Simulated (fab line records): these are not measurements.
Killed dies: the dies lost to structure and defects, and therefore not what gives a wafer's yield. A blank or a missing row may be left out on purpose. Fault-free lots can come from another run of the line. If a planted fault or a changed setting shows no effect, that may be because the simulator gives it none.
Which of the tools did it? || flow gf180mcu || 12 lots with 36 wafers sampled at 3 steps, on a route of 602 steps

## WHAT THE GAUGES SHOWED, per wafer
GF_V2_THK_MEAS_01.
{"lot": "L075", "measured": "day 19 07:22", "on": "film-metro-02", "V2_CVD_00_THK (nm)": "600 593 602"}
{"lot": "L077", "measured": "day 20 06:06", "on": "film-metro-03", "V2_CVD_00_THK (nm)": "599 596 590"}
{"lot": "L078", "measured": "day 21 05:32", "on": "film-metro-01", "V2_CVD_00_THK (nm)": "602 593 601"}
{"lot": "L081", "measured": "day 21 22:23", "on": "film-metro-03", "V2_CVD_00_THK (nm)": "606 597 604"}
{"lot": "L083", "measured": "day 23 05:23", "on": "film-metro-02", "V2_CVD_00_THK (nm)": "607 607 605"}
{"lot": "L085", "measured": "day 23 16:35", "on": "film-metro-02", "V2_CVD_00_THK (nm)": "611 608 604"}
{"lot": "L088", "measured": "day 24 12:19", "on": "film-metro-01", "V2_CVD_00_THK (nm)": "588 594 589"}
{"lot": "L089", "measured": "day 25 02:00", "on": "film-metro-01", "V2_CVD_00_THK (nm)": "600 597 600"}
{"lot": "L091", "measured": "day 25 09:54", "on": "film-metro-03", "V2_CVD_00_THK (nm)": "597 587 601"}
{"lot": "L093", "measured": "day 25 21:54", "on": "film-metro-01", "V2_CVD_00_THK (nm)": "592 602 594"}
{"lot": "L095", "measured": "day 26 06:41", "on": "film-metro-01", "V2_CVD_00_THK (nm)": "591 593 612"}
{"lot": "L097", "measured": "day 26 21:08", "on": "film-metro-01", "V2_CVD_00_THK (nm)": "604 617 598"}

## WHAT TOOL EACH LOT RAN ON (gives the tool, then ch and the chambers of the sampled wafers, and finally the start)
{"lot": "L075", "GF_CONTACT_CVD_24": "cvd-w-01 ch 0,1, day 16 03:07", "GF_M2_SPUTTER_02": "pvd-sputter-01, day 18 05:52"}
{"lot": "L077", "GF_CONTACT_CVD_24": "cvd-w-01 ch 0,1, day 17 00:58", "GF_M2_SPUTTER_02": "pvd-sputter-03, day 19 04:40"}
{"lot": "L078", "GF_CONTACT_CVD_24": "cvd-w-01 ch 0,1, day 17 22:29", "GF_M2_SPUTTER_02": "pvd-sputter-03, day 20 03:32"}
{"lot": "L081", "GF_CONTACT_CVD_24": "cvd-w-02 ch 0,1, day 18 15:32", "GF_M2_SPUTTER_02": "pvd-sputter-01, day 20 20:35"}
{"lot": "L083", "GF_CONTACT_CVD_24": "cvd-w-02 ch 0,1, day 20 01:28", "GF_M2_SPUTTER_02": "pvd-sputter-02, day 22 05:34"}
{"lot": "L085", "GF_CONTACT_CVD_24": "cvd-w-02 ch 0,1, day 20 12:22", "GF_M2_SPUTTER_02": "pvd-sputter-01, day 22 17:19"}
{"lot": "L088", "GF_CONTACT_CVD_24": "cvd-w-01 ch 0,1, day 21 11:31", "GF_M2_SPUTTER_02": "pvd-sputter-02, day 23 13:58"}
{"lot": "L089", "GF_CONTACT_CVD_24": "cvd-w-02 ch 0,1, day 22 01:50", "GF_M2_SPUTTER_02": "pvd-sputter-03, day 24 03:05"}
{"lot": "L091", "GF_CONTACT_CVD_24": "cvd-w-01 ch 0,1, day 22 11:37", "GF_M2_SPUTTER_02": "pvd-sputter-03, day 24 11:48"}
{"lot": "L093", "GF_CONTACT_CVD_24": "cvd-w-01 ch 0, day 23 00:25", "GF_M2_SPUTTER_02": "pvd-sputter-01, day 24 23:50"}
{"lot": "L095", "GF_CONTACT_CVD_24": "cvd-w-02 ch 0,1, day 23 09:40", "GF_M2_SPUTTER_02": "pvd-sputter-03, day 25 08:47"}
{"lot": "L097", "GF_CONTACT_CVD_24": "cvd-w-01 ch 0,1, day 24 01:01", "GF_M2_SPUTTER_02": "pvd-sputter-03, day 25 23:06"}
- GF_CONTACT_CVD_24: deposits W, target thk 300 nm, time 90.339 s.
- GF_M2_SPUTTER_02: material AlCu, target thk 450 nm, time 23.9 s.

## THE ANSWER, worked out from the rows above alone
Rule: the lots themselves supply what counts as usual. The widest of any qualifying gaps counts: lots, ordered by their means at a reading, are off when they make up no more than a third of the lots, leave a main group of 4 or more, and stand apart from it by 3 or more times the standard deviation of that group's means. If all means in a main group match to the digits the tables above print for the reading, that group is not used. A lot without any number at a reading at which 4 lots or more have one is off too. Where the step has rows for the other lots, those lots are counted as sound.
Across all readings shown, no lot is off: no conclusion can be drawn from this.

## WHAT THE SIMULATOR HAD PUT IN
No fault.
